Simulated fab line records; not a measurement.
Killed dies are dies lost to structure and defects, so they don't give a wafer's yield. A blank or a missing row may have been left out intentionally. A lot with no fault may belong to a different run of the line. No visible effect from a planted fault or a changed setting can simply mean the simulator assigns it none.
fab line records ; flow sky130
record: lots: 7; wafers: 18; last-day: 52
route steps=708 shown METAL2@495 VIA2@507
lots that met no fault: from a run of the same line without faults
start-h: the number of hours between the record's first day and the start of the first shown wafer of the lot ; wait-h: how many hours have passed since the lot's step before this one ; " repeats the value in the row above ; L1.1+2: a row that stands for several wafers ; - value missing, or start not given ; * or withheld: withheld ; < > ~ a bound
route shown NAME@n: NAME is a module with steps in the file, n the number in the route of the first one ; usual: mean and standard deviation over wafers with no fault ; same: alike in all rows ; chamber/n: place in a boat ; sites: each site's reading ; _std_site: the values' standard deviation ; _edge_site: inner sites' mean taken away from outer sites' mean ; radius-mm: for every site, how far away it sits from the centre of the wafer ; mask NAME#n: copy n ; behind: the most recent tool/chamber to have shaped the wafer ; hold: why the lot went on hold/how many hours it stayed there/how the hold came to an end ; device: whichever transistor did not switch (one of n, p or np) ; end of line: tests run on the same wafers once the route is complete ; for a step that has no rows: nothing shown but its recipe ; killed: at the first sort, the dies lost to defects and structure; wafer yield is something else ; map: shows each die of a wafer: x if killed, . if not, _ if none is there
set.NAME: the setting the step ran with; set.NAME@STEP: the setting that earlier step ran with ; model.NAME: the simulator's own value behind a step, which no gauge read
lots at some steps of the route; a table a step, a row a wafer
services: from which hour (start-h, from the record's first day; less than 0 if before it) a tool's chamber was out of use, for how many hours, and why
== steps ==
step: SKY_METAL2_EXPOSE_12
recipe: mask-id: MM2; na: 0.8; source-shape: annular; sigma-inner: 0.55; sigma-outer: 0.85; target-cd-nm: 140; dose-mj: 28
step: SKY_METAL2_PEB_13
recipe: peb-temp-c: withheld; peb-time-s: withheld; resist: KrF-thick
step: SKY_METAL2_DEVELOP_14
recipe: develop-time-s: 60; resist: KrF-thick; dev-temp-c: 21
step: SKY_METAL2_CD_MEAS_15
recipe: target-cd-nm: 140
usual: cd-nm: 139.8/1.5
lot.wafer;tool;chamber;start-h;wait-h;cd-nm
L868.1;cd-sem-01;-;867.42;-;138.4
L868.3;cd-sem-01;-;867.42;-;139.9
L868.6;cd-sem-01;-;867.42;-;138.8
L879.1;cd-sem-01;-;890.17;-;139.9
L879.2;cd-sem-01;-;890.17;-;139.4
L879.4;cd-sem-01;-;890.17;-;140.7
L881.1;cd-sem-01;-;1022.92;-;138.7
L881.2;cd-sem-01;-;1022.92;-;138.6
L881.6;cd-sem-01;-;1022.92;-;141.1
L885.2;cd-sem-02;-;1023.42;-;140.1
L885.3;cd-sem-02;-;1023.42;-;139.6
L884.3;cd-sem-01;-;1024.41;-;140.9
L884.5;cd-sem-01;-;1024.41;-;138.7
L884.6;cd-sem-01;-;1024.41;-;139.8
L883.1;cd-sem-01;-;1027.75;-;139.9
L883.2;cd-sem-01;-;1027.75;-;139.4
L882.2;cd-sem-01;-;1028.29;-;140.1
L882.5;cd-sem-01;-;1028.29;-;139.9
step: SKY_METAL2_OVL_MEAS_16
usual: METAL2_OVL: 1/5.1
lot.wafer;tool;chamber;start-h;wait-h;METAL2_OVL[nm]
L868.1;overlay-02;-;867.54;0.1;-3
L868.3;overlay-02;-;867.54;0.1;-4
L868.6;overlay-02;-;867.54;0.1;-3
L879.1;overlay-01;-;890.29;0.1;-4
L879.2;overlay-01;-;890.29;0.1;2
L879.4;overlay-01;-;890.29;0.1;-1
L881.1;overlay-01;-;1023.04;0.1;0
L881.2;overlay-01;-;1023.04;0.1;4
L881.6;overlay-01;-;1023.04;0.1;8
L885.2;overlay-01;-;1023.52;0.1;10
L885.3;overlay-01;-;1023.52;0.1;-2
L884.3;overlay-02;-;1024.50;0.1;-11
L884.5;overlay-02;-;1024.50;0.1;-4
L884.6;overlay-02;-;1024.50;0.1;-3
L883.1;overlay-02;-;1027.87;0.1;10
L883.2;overlay-02;-;1027.87;0.1;0
L882.2;overlay-02;-;1028.40;0.1;9
L882.5;overlay-02;-;1028.40;0.1;9
step: SKY_METAL2_DESCUM_17
recipe: chemistry: O2; source-power-w: 150; bias-power-w: 0; pressure-mtorr: 10; temp-c: 40; time-s: 8
usual: drypump-motor-current-A: 5.5/0.35; oes-product-au: 0.997/0.014
lot.wafer;tool;chamber;start-h;wait-h;drypump-motor-current-A;oes-product-au;rf-hours-counter-h
L868.1;rie-metal-02;1;867.58;0.0;5.5;1.016;13
L868.3;rie-metal-02;1;867.58;0.0;5.5;1.013;-
L868.6;rie-metal-02;0;867.58;0.0;5.9;0.997;-
L879.1;rie-metal-02;1;890.33;0.0;5.5;1.011;14
L879.2;rie-metal-02;0;890.33;0.0;5.9;0.989;10
L879.4;rie-metal-02;0;890.33;0.0;5.9;0.994;-
L881.1;rie-metal-03;1;1023.08;0.0;5.0;0.987;21
L881.2;rie-metal-03;1;1023.08;0.0;5.0;0.990;-
L881.6;rie-metal-03;1;1023.08;0.0;5.0;0.990;-
L885.2;rie-metal-02;0;1023.56;0.0;5.9;0.985;-
L885.3;rie-metal-02;0;1023.56;0.0;5.9;0.986;-
L884.3;rie-metal-03;1;1024.55;0.0;5.0;0.999;-
L884.5;rie-metal-03;1;1024.55;0.0;5.0;0.985;-
L884.6;rie-metal-03;1;1024.55;0.0;5.0;0.993;-
L883.1;rie-metal-04;0;1027.90;0.0;5.9;0.977;15
L883.2;rie-metal-04;1;1027.90;0.0;5.7;1.030;5
L882.2;rie-metal-04;1;1028.43;0.0;5.8;1.019;6
L882.5;rie-metal-04;1;1028.43;0.0;5.7;1.023;-
step: SKY_METAL2_ETCH_18
recipe: chemistry: N2/H2; target: BARC; ion-energy-ev: 200; bias-w: 100; pressure-mtorr: 30; n2-flow-sccm: 100; h2-flow-sccm: 200; icp-w: 500; stop-on: SiO2; time-s: 45.9; target-depth-a: 600
usual: drypump-motor-current-A: 5.6/0.35; oes-product-au: 0.855/0.0044; throttle-valve-pct: 13.225/0.0087
lot.wafer;tool;chamber;start-h;wait-h;drypump-motor-current-A;oes-product-au;rf-hours-counter-h;throttle-valve-pct
L868.1;rie-metal-02;1;867.61;0.0;5.5;0.863;13;13.232
L868.3;rie-metal-02;1;867.61;0.0;5.6;0.861;-;13.243
L868.6;rie-metal-02;0;867.61;0.0;5.9;0.868;-;13.230
L879.1;rie-metal-02;1;890.36;0.0;5.5;0.854;14;13.236
L879.2;rie-metal-02;0;890.36;0.0;5.9;0.858;10;13.227
L879.4;rie-metal-02;0;890.36;0.0;5.9;0.855;-;13.240
L881.1;rie-metal-03;1;1023.14;0.1;5.0;0.854;21;13.214
L881.2;rie-metal-03;1;1023.14;0.1;5.0;0.852;-;13.222
L881.6;rie-metal-03;1;1023.14;0.1;5.0;0.857;-;13.234
L885.2;rie-metal-02;0;1023.64;0.1;5.9;0.848;-;13.228
L885.3;rie-metal-02;0;1023.64;0.1;5.9;0.853;-;13.220
L884.3;rie-metal-03;1;1024.63;0.1;5.0;0.861;-;13.214
L884.5;rie-metal-03;1;1024.63;0.1;5.0;0.859;-;13.232
L884.6;rie-metal-03;1;1024.63;0.1;5.0;0.862;-;13.215
L883.1;rie-metal-04;0;1027.93;0.0;5.9;0.848;15;13.225
L883.2;rie-metal-04;1;1027.93;0.0;5.7;0.860;5;13.218
L882.2;rie-metal-04;1;1028.46;0.0;5.7;0.854;6;13.227
L882.5;rie-metal-04;1;1028.46;0.0;5.7;0.850;-;13.237
step: SKY_METAL2_METAL_ETCH_19
recipe: target-depth-a: 3600; stop-on: SiO2; over-etch-frac: 0.3; time-s: 78; chemistry: Cl2/BCl3; resist-sidewall-deg: 88; pressure-mtorr: 10; icp-w: 900; bias-w: 48.5; Cl2_flow_sccm: 60; bcl3-flow-sccm: 30
usual: drypump-motor-current-A: 5.5/0.35; oes-product-au: 0.854/0.0057; throttle-valve-pct: 22.265/0.0095
lot.wafer;tool;chamber;start-h;wait-h;drypump-motor-current-A;oes-product-au;rf-hours-counter-h;throttle-valve-pct
L868.1;rie-metal-02;1;867.67;0.0;5.5;0.858;13;22.255
L868.3;rie-metal-02;1;867.67;0.0;5.5;0.861;-;22.275
L868.6;rie-metal-02;0;867.67;0.0;5.9;0.848;-;22.271
L879.1;rie-metal-02;1;890.42;0.0;5.5;0.857;14;22.265
L879.2;rie-metal-02;0;890.42;0.0;5.9;0.856;10;22.247
L879.4;rie-metal-02;0;890.42;0.0;5.9;0.850;-;22.259
L881.1;rie-metal-03;1;1023.27;0.1;5.0;0.856;21;22.249
L881.2;rie-metal-03;1;1023.27;0.1;5.0;0.859;-;22.269
L881.6;rie-metal-03;1;1023.27;0.1;5.0;0.859;-;22.267
L884.3;rie-metal-03;1;1024.78;0.1;5.0;0.855;-;22.260
L884.5;rie-metal-03;1;1024.78;0.1;5.0;0.854;-;22.279
L884.6;rie-metal-03;1;1024.78;0.1;5.0;0.854;-;22.255
L883.1;rie-metal-04;0;1028.00;0.0;5.9;0.857;15;22.277
L883.2;rie-metal-04;1;1028.00;0.0;5.7;0.862;5;22.268
L882.2;rie-metal-04;1;1028.52;0.0;5.7;0.856;6;22.255
L882.5;rie-metal-04;1;1028.52;0.0;5.7;0.861;-;22.272
L885.2;rie-metal-02;0;1034.65;11.0;5.9;0.859;-;22.258
L885.3;rie-metal-02;0;1034.65;11.0;5.9;0.858;-;22.260
step: SKY_METAL2_STRIP_20
recipe: chemistry: O2/N2; power-w: 1400; pressure-mtorr: 1500; platen-temp-c: withheld; o2-flow-sccm: 3000; n2-flow-sccm: 300; overash-fraction: 0.5
usual: drypump-motor-current-A: 5.69/0.21; oes-product-au: 0.344/0.0049; strip-time-to-endpoint-s: 2.73/0.068
lot.wafer;tool;chamber;start-h;wait-h;drypump-motor-current-A;oes-product-au;rf-hours-counter-h;strip-time-to-endpoint-s
L868.1;plasma-asher-04;0;867.76;0.1;5.78;0.341;73;2.68
L868.3;plasma-asher-04;0;867.76;0.1;5.81;0.344;-;2.66
L868.6;plasma-asher-04;1;867.76;0.1;5.80;0.340;-;2.78
L879.1;plasma-asher-04;1;890.51;0.1;5.71;0.342;75;2.71
L879.2;plasma-asher-04;0;890.51;0.1;5.80;0.348;75;2.80
L879.4;plasma-asher-04;0;890.51;0.1;5.79;0.347;-;2.78
L881.1;plasma-asher-04;1;1023.45;0.1;5.81;0.344;91;2.78
L881.2;plasma-asher-04;0;1023.45;0.1;5.81;0.336;91;2.75
L881.6;plasma-asher-04;0;1023.45;0.1;5.82;0.347;-;2.76
L884.3;plasma-asher-04;0;1024.93;0.1;5.80;0.349;-;2.81
L884.5;plasma-asher-04;0;1024.93;0.1;5.81;0.343;-;2.81
L884.6;plasma-asher-04;1;1024.93;0.1;5.78;0.346;-;2.80
L883.1;plasma-asher-04;1;1028.09;0.1;5.80;0.348;92;2.81
L883.2;plasma-asher-04;0;1028.09;0.1;5.82;0.342;92;2.62
L882.2;plasma-asher-03;1;1028.61;0.1;5.14;0.343;113;2.62
L882.5;plasma-asher-03;1;1028.61;0.1;5.15;0.336;-;2.58
L885.2;plasma-asher-04;1;1034.80;0.1;5.80;0.353;93;2.79
L885.3;plasma-asher-04;0;1034.80;0.1;5.81;0.338;-;2.82
step: SKY_METAL2_STRIP_21
recipe: chemistry: post-etch-residue-remover; time-s: 1200; temp-c: 72.5
step: SKY_METAL2_CLEAN_22
recipe: chemistry: IPA; time-s: 180; temp-c: 25
step: SKY_METAL2_CLEAN_23
recipe: chemistry: O3/DIW; dry: n2-spin
step: SKY_VIA2_HDPCVD_00
recipe: material: SiO2; target-thk-nm: 1180; sigma-open-frac: 0.3; time-s: 196.7; temp-c: 400; sih4-flow-sccm: 60; pressure-mtorr: 6
usual: run-length-s: 224.4/0.42
lot.wafer;tool;chamber;start-h;wait-h;run-length-s;model.SiO2_of_VIA2_HDPCVD_00.thk-nm
L868.1;hdpcvd-01;0;868.39;0.0;224.3;1160
L868.3;hdpcvd-01;2;868.39;0.0;224.1;1186
L868.6;hdpcvd-01;0;868.39;0.0;224.1;1154
L879.1;hdpcvd-01;0;891.10;0.0;224.2;1150
L879.2;hdpcvd-01;1;891.10;0.0;224.9;1177
L879.4;hdpcvd-01;2;891.10;0.0;223.7;1197
L881.1;hdpcvd-02;0;1024.10;0.0;224.4;1164
L881.2;hdpcvd-02;2;1024.10;0.0;224.3;1159
L881.6;hdpcvd-02;0;1024.10;0.0;224.4;1169
L884.3;hdpcvd-02;1;1025.58;0.0;225.1;1175
L884.5;hdpcvd-02;0;1025.58;0.0;224.6;1181
L884.6;hdpcvd-02;2;1025.58;0.0;224.5;1178
L883.1;hdpcvd-01;1;1028.68;0.0;224.6;1157
L883.2;hdpcvd-01;0;1028.68;0.0;215.7;1107
L882.2;hdpcvd-01;2;1029.20;0.0;213.9;1133
L882.5;hdpcvd-01;1;1029.20;0.0;215.0;1110
L885.2;hdpcvd-01;1;1035.89;0.0;215.8;1105
L885.3;hdpcvd-01;0;1035.89;0.0;224.5;1145
step: SKY_VIA2_THK_MEAS_01
recipe: reads: SiO2_of_VIA2_HDPCVD_00
usual: VIA2_HDPCVD_THK: 1172/13
lot.wafer;tool;chamber;start-h;wait-h;VIA2_HDPCVD_THK[nm]
L868.1;film-metro-01;-;868.52;0.1;1160
L868.3;film-metro-01;-;868.52;0.1;1186
L868.6;film-metro-01;-;868.52;0.1;1155
L879.1;film-metro-02;-;891.23;0.1;1150
L879.2;film-metro-02;-;891.23;0.1;1178
L879.4;film-metro-02;-;891.23;0.1;1198
L881.1;film-metro-01;-;1024.22;0.1;1163
L881.2;film-metro-01;-;1024.22;0.1;1159
L881.6;film-metro-01;-;1024.22;0.1;1169
L884.3;film-metro-02;-;1025.73;0.1;1176
L884.5;film-metro-02;-;1025.73;0.1;1180
L884.6;film-metro-02;-;1025.73;0.1;1178
L883.1;film-metro-04;-;1028.81;0.1;1155
L883.2;film-metro-04;-;1028.81;0.1;1107
L882.2;film-metro-04;-;1029.34;0.1;1133
L882.5;film-metro-04;-;1029.34;0.1;1111
L885.2;film-metro-04;-;1036.02;0.1;1105
L885.3;film-metro-04;-;1036.02;0.1;1145
step: SKY_VIA2_CMP_02
recipe: material: SiO2; down-force-psi: 4; platen-rpm: 60; pad-velocity-m-s: 0.94248
usual: motor-current-A: 12.5/1
lot.wafer;tool;chamber;start-h;wait-h;motor-current-A
L868.3;cmp-01;0;868.63;0.1;13.4
L868.1;cmp-01;2;868.63;0.1;14.2
L868.6;cmp-01;3;868.63;0.1;11.6
L879.2;cmp-01;1;891.29;0.0;10.9
L879.1;cmp-01;3;891.29;0.0;11.5
L879.4;cmp-01;0;891.29;0.0;13.3
L881.1;cmp-01;0;1024.38;0.1;13.4
L881.2;cmp-01;1;1024.38;0.1;10.8
L881.6;cmp-01;2;1024.38;0.1;13.9
L884.3;cmp-01;2;1026.09;0.4;14.0
L884.6;cmp-01;0;1026.09;0.4;13.5
L884.5;cmp-01;1;1026.09;0.4;11.0
L883.2;cmp-01;1;1028.87;0.0;11.2
L883.1;cmp-01;3;1028.87;0.0;12.2
L882.2;cmp-02;3;1029.52;0.2;11.7
L882.5;cmp-02;0;1029.52;0.2;11.4
L885.3;cmp-02;2;1036.12;0.1;13.0
L885.2;cmp-02;0;1036.12;0.1;11.0
== services ==
tool;chamber;start-h;hours;kind
hdpcvd-01;0;850.39;9.4;repair
hdpcvd-02;-;851.88;4.3;pm
rie-metal-03;1;852.96;27.5;repair
rie-metal-04;0;860.98;3.8;repair
cmp-01;-;862.59;4.8;pm
cmp-02;-;891.02;7.2;pm
plasma-asher-03;-;891.45;23.7;pm
cmp-02;-;898.27;6.8;pm
hdpcvd-02;-;905.91;3.2;repair
cmp-01;-;912.03;4.0;pm
rie-metal-02;-;918.26;0.2;repair
hdpcvd-02;1;926.74;3.7;repair
hdpcvd-02;-;950.29;15.0;pm
rie-metal-04;-;996.06;2.8;pm
plasma-asher-04;-;1002.74;1.3;repair
hdpcvd-01;-;1005.28;0.8;repair
cmp-01;-;1005.91;0.6;repair
cmp-01;-;1006.19;1.1;repair
rie-metal-02;1;1010.18;-;clean
rie-metal-02;1;1010.18;25.5;scheduled-down
rie-metal-02;1;1010.18;25.5;vent-cycle
rie-metal-03;0;1016.75;12.1;repair
rie-metal-02;-;1017.20;0.5;repair
cmp-01;-;1025.01;0.5;repair
== key ==
first-sign: step: SKY_VIA2_HDPCVD_00; reading: run-length-s; direction: down; sigmas: 22; usual: *; struck: *
effect: step: SKY_VIA2_THK_MEAS_01; reading: VIA2_HDPCVD_THK; direction: down; sigmas: 4.6; usual: 1172; struck: 1114
model-effect: step: SKY_VIA2_HDPCVD_00; value: SiO2_of_VIA2_HDPCVD_00.thk-nm; without: 1171; struck: 1114
met-at SKY_VIA2_HDPCVD_00
struck-wafers L882.2,L882.5,L883.2,L885.2
onset-between 891.10 1028.68
fault: kind: process-parameter-drift; tool: hdpcvd-01; chamber: -; onset-h: 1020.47; steps: SKY_VIA2_HDPCVD_00; channel: time-s; offset: *; shape: step; end-h: 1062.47; scope: struck-wafers-only; acts-in: *; stated: *
